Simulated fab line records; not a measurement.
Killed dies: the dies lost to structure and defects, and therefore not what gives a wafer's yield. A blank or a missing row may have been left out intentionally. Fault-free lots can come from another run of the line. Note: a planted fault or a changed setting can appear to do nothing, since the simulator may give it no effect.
A struck lot beside a sound one | flow sky130 | 14 out of 708 route steps
Sound: these wafers, L273.1, L273.2, L273.5. Struck: wafer L285.3; the same lot's L285.2 was not struck, so it is left out; see the end for the cause.
Each step with rows lists, per side, the tool, then ch with its chambers, then its first start. Under that, the readings that differ: sound wafers | struck wafers | difference of the means | sigmas: that difference in standard deviations of wafers without a fault.
alike: readings whose means differ by less than 2 such deviations, and words and numbers that are the same on both sides. not compared: withheld readings, readings that some wafer has no value for, bounds like >300 that may hide the same value, and numbers for which the record gives no deviation and whose values overlap.
The two part at a step that has a row with sigmas, a row that says differs or no value, or rows on one side only. Numbers that don't overlap but have no deviation are shown without sigmas and don't part them. A reading missing from all wafers of one side parts the sides only when that side holds two or more wafers.

SKY_NWELL_OVL_MEAS_23:
  struck on overlay-02, day 8 22:44; sound on overlay-02, day 5 17:44
  alike: NWELL_01_OVL
after that, 1 step had no rows for these wafers: SKY_NWELL_IMPLANT_24.
SKY_NWELL_STRIP_25: strips in O2/N2.
  sound on plasma asher-04 ch 0,1, day 5 17:55; struck on plasma asher-02 ch 1, day 8 22:55
  reading                      | sound             | struck | difference | sigmas
  oes product au (a.u.)        | 0.718 0.723 0.715 | 0.729  | +0.010     | +3
  strip time to endpoint s (s) | 36.76 36.67 36.69 | 37.04  | +0.33      | +3
  alike: chamber pressure mTorr, drypump motor current A
  not compared: rf hours counter h
SKY_NWELL_TW_MEAS_26:
  struck on film metro-04, day 8 23:02; sound on film metro-01, day 5 18:01
  alike: NWELL_2_TW
then, 1 step without rows for these wafers: SKY_NWELL_CLEAN_27 (cleans in SC1/SC2, time 150 s).
SKY_NWELL_RTA_28: time 30 s.
  sound on rtp anneal-01 ch 0, day 5 18:08; struck on rtp anneal-01 ch 0, day 8 23:12
  alike: lamp power pct, wafer_temp_C_max
SKY_NWELL_RS_MEAS_29: measurement is done with a four-point probe.
  struck on film metro-03, day 8 23:18; sound on film metro-01, day 5 18:14
  alike: NWELL_RS
SKY_NWELL_RS_MEAS_31: measurement is done with a four-point probe.
  struck on film metro-03, day 8 23:32; sound on film metro-01, day 5 18:28
  alike: PWDE_RS
then, 3 steps without rows for these wafers: SKY_VT_ADJUST_HVTP_DEHYDRATE_00 (time 60 s); SKY_VT_ADJUST_HVTP_HMDS_01 (prime time 60 s); SKY_VT_ADJUST_HVTP_COAT_02 (resist thk 1140 nm).
SKY_VT_ADJUST_HVTP_SOFTBAKE_03: time 60 s.
  sound on litho track-03 ch 0, day 6 03:41; struck on litho track-01 ch 0, day 9 09:29
  reading          | sound             | struck | difference | sigmas
  run length s (s) | 89.04 88.79 88.85 | 99.94  | +11.05     | +48
  alike: exhaust pa
then, 1 step without rows for these wafers: SKY_VT_ADJUST_HVTP_EXPOSE_04 (exposes mask HVTPM, target cd 380 nm).
-- record jumps: 40 days separate the struck wafers' starts on either side; left off in module VT_ADJUST_HVTP, taken up again in module PAD_OPEN, whose first shown step is the route's number 708 --
SKY_PAD_OPEN_PROBE_99:
  struck on prober-01, day 49 01:22; sound on prober-02, day 47 13:11
  reading            | sound    | struck | difference | sigmas
  killed_at_M0_to_M3 | 36 39 52 | 60     | +18        | +3
  alike: killed_at_M4_up, killed at contacts, killed at front end, killed at other, killed dies, killed on rim, killed open, killed short

WHERE THEY PART
Earliest at SKY_NWELL_STRIP_25; latest, in this record, at SKY_PAD_OPEN_PROBE_99.

WHY: what had been put in by the simulator
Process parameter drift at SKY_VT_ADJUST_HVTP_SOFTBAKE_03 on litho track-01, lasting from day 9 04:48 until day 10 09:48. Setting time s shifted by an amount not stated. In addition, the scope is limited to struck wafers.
